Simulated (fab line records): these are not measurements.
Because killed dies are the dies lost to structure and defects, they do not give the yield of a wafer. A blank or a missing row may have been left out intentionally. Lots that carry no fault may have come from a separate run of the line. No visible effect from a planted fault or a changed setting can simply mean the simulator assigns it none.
A struck lot beside a sound one    flow gf180mcu    15 out of 602 route steps
Sound: wafers L819.1, L819.3, L819.4. The struck wafers were L810.1, L810.2, L810.6. The cause is named last.
Order at every step that has rows: each side's tool, ch and its chambers, its first start. Under that, the readings that differ: sound wafers    struck wafers    difference of the means    sigmas: that difference in standard deviations of wafers without a fault.
alike: words and numbers the same on both sides, and readings whose means are apart by under 2 such deviations; not compared: readings that were withheld, readings missing a value for some wafer, numbers with overlapping values and no deviation given by the record, and bounds like >300 which may hide the same value.
The two part at a step that has a row with sigmas, a row that says differs or no value, or rows on one side only. Numbers that have no deviation but don't overlap get no sigmas and don't part them. Lack of a reading on every wafer of one side parts them only where that side has two or more wafers.

first, 6 steps without rows for these wafers: GF_HV_LDD_HMDS_40 (prime time 60 s); GF_HV_LDD_COAT_41 (resist thk 1000 nm); GF_HV_LDD_SOFTBAKE_42 (time 60 s); GF_HV_LDD_EXPOSE_43 (exposes mask Pplus HV AREA, target cd 400 nm); GF_HV_LDD_PEB_44; GF_HV_LDD_DEVELOP_45 (develop time 60 s).
GF_HV_LDD_CD_MEAS_46: the cd target is 400 nm.
  sound: cd sem-01 at day 17 19:34; struck: cd sem-01 at day 14 15:01
  alike: cd nm
GF_HV_LDD_OVL_MEAS_47:
  sound: overlay-02 at day 17 19:41; struck: overlay-02 at day 14 15:08
  alike: HV_LDD_03_OVL
after that, 1 step had no rows for these wafers: GF_HV_LDD_IMPLANT_48.
GF_HV_LDD_STRIP_49: strips in O2/N2.
  sound on plasma asher-02 ch 0,1, day 17 19:52; struck on plasma asher-02 ch 0,1, day 14 15:19
  alike: drypump motor current A, heater power w, oes product au, strip time to endpoint s
  not compared: rf hours counter h
GF_HV_LDD_TW_MEAS_50:
  sound: film metro-03 at day 17 19:58; struck: film metro-01 at day 14 15:25
  alike: HV_LDD_4_TW
then, 1 step without rows for these wafers: GF_HV_LDD_CLEAN_51 (cleans in SC1/SC2, time 150 s).
GF_HV_LDD_RTA_52: time 10 s.
  struck on rtp anneal-02, day 14 15:31; sound on rtp anneal-02 ch 0, day 17 20:04
  no value came back on the struck wafers for anneal temp c max, chamber o2 ppm, lamp power pct (%), wafer_temp_C_max; on the sound wafers anneal temp c max reads 1005.0 1005.8 1005.6
GF_HV_LDD_RS_MEAS_53: uses a four-point probe to measure.
  sound: film metro-04 at day 17 20:08; struck: film metro-03 at day 14 15:35
reading             sound              struck  difference                     sigmas
HV_LDD_RS (ohm/sq)  418.9 419.1 418.5  - - -   no value on the struck wafers  
then, 1 step without rows for these wafers: GF_HV_LDD_CVD_54 (deposits SiO2 from TEOS, target thk 10 nm, time 75 s).

## WHERE THEY PART
Earliest at GF_HV_LDD_RTA_52; latest, in this record, at GF_HV_LDD_RS_MEAS_53.

WHY: what had been put in by the simulator
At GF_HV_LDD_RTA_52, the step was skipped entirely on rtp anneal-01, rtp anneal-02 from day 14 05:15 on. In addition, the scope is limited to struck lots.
